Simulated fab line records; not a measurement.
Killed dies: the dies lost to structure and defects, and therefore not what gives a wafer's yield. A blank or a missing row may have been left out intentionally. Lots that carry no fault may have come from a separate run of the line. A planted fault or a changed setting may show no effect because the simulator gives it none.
Struck lot and sound lot, side by side | flow sky130 | 20 steps out of a route of 708
Sound: these wafers, L317.1, L317.2, L317.4. Struck: wafers L320.4, L320.5, L320.6. The cause comes at the end.
For every step that has rows: the tool of each side, followed by ch and its chambers, followed by its first start. Under that, the readings that differ: sound wafers | struck wafers | difference of the means | sigmas: that difference in standard deviations of wafers without a fault.
alike: words and numbers the same on both sides, and readings whose means are apart by under 2 such deviations; not compared: readings that were withheld, readings missing a value for some wafer, numbers with overlapping values and no deviation given by the record, and bounds like >300 which may hide the same value.
Wherever a step has rows on one side only, a row that says differs or no value, or a row with sigmas, the two part there. When numbers do not overlap yet have no deviation, they are printed without sigmas and do not part them. A reading missing from all wafers of one side parts the sides only when that side holds two or more wafers.

SKY_RES_XHIGH_STRIP_08: strips in O2/N2.
  sound on plasmaAsher-04 ch 0,1, day 30 16:52; struck on plasmaAsher-04 ch 0,1, day 31 15:24
  alike: drypumpMotorCurrentA, oesProductAu, stripTimeToEndpointS
  not compared: rfHoursCounterH
SKY_RES_XHIGH_TW_MEAS_09:
  sound: filmMetro-01 at day 30 16:58; struck: filmMetro-01 at day 31 15:30
  alike: RES_XHIGH_TW
then, 7 steps without rows for these wafers: SKY_SD_N_DEHYDRATE_00 (time 60 s); SKY_SD_N_HMDS_01 (prime time 60 s); SKY_SD_N_COAT_02 (resist thk 1140 nm); SKY_SD_N_SOFTBAKE_03 (time 60 s); SKY_SD_N_EXPOSE_04 (exposes mask NSDM, target cd 380 nm); SKY_SD_N_PEB_05; SKY_SD_N_DEVELOP_06 (develop time 60 s).
SKY_SD_N_CD_MEAS_07: target cd 380 nm.
  sound: cdSem-01 at day 31 20:40; struck: cdSem-01 at day 32 18:22
  alike: cdNm
SKY_SD_N_OVL_MEAS_08:
  sound: overlay-02 at day 31 20:47; struck: overlay-02 at day 32 18:26
  alike: SD_N_OVL
after that, 1 step had no rows for these wafers: SKY_SD_N_IMPLANT_09.
SKY_SD_N_IMPLANT_10:
  sound on implanter-03 ch 0, day 31 20:58; struck on implanter-03 ch 0, day 32 18:41
reading          | sound                           | struck                       | difference | sigmas
doseIonsCm2      | 1.0004e+14 9.984e+13 1.0001e+14 | 4.88e+13 4.877e+13 4.893e+13 | -5.11e+13  | -99 or more
faradayCurrentUA | 488 489 492                     | 277 267 271                  | -218       | -6
  alike: beamEnergyKeV
SKY_SD_N_STRIP_11: strips in O2/N2.
  sound on plasmaAsher-04 ch 0,1, day 31 21:07; struck on plasmaAsher-04 ch 0,1, day 32 18:48
reading                  | sound             | struck            | difference | sigmas
stripTimeToEndpointS (s) | 22.66 22.65 22.57 | 22.52 22.52 22.49 | -0.12      | -3
  alike: drypumpMotorCurrentA, oesProductAu
  not compared: rfHoursCounterH
SKY_SD_N_TW_MEAS_12:
  sound: filmMetro-01 at day 31 21:13; struck: filmMetro-01 at day 32 18:53
  alike: SD_N_TW
then, 1 step without rows for these wafers: SKY_SD_N_CLEAN_13 (cleans in SC1/SC2, time 150 s).
SKY_SD_N_RTA_14: time 2 s.
  sound on rtpAnneal-01 ch 0, day 31 21:20; struck on rtpAnneal-02 ch 0, day 32 19:03
  alike: lampPowerPct, rampUpCPerS, wafer_temp_C_max
SKY_SD_N_RS_MEAS_16: measurement is done with a four-point probe.
  sound: filmMetro-02 at day 31 21:30; struck: filmMetro-02 at day 32 19:37
reading          | sound             | struck            | difference | sigmas
SD_N_RS (ohm/sq) | 68.51 68.38 68.57 | 69.62 69.60 69.72 | +1.16      | +9
  not compared: hold
SKY_SD_N_RS_MEAS_17: measurement is done with a four-point probe.
  sound: filmMetro-02 at day 31 21:37; struck: filmMetro-02 at day 32 21:41
reading | sound | struck                                                                  | difference                   | sigmas
hold    | - - - | awaitDispo/1.8h/release awaitDispo/1.8h/release awaitDispo/1.8h/release | no value on the sound wafers | 
  alike: SD_P_RS
SKY_PAD_OPEN_PROBE_99:
  rows exist in the record for the sound wafers here (prober-01, day 48 16:34), none for the struck ones

== WHERE THEY PART ==
First at SKY_SD_N_IMPLANT_10; last, within this record, at SKY_PAD_OPEN_PROBE_99.

WHY: the cause the simulator had injected
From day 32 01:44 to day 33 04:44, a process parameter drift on implanter-03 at SKY_SD_N_IMPLANT_10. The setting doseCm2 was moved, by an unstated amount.
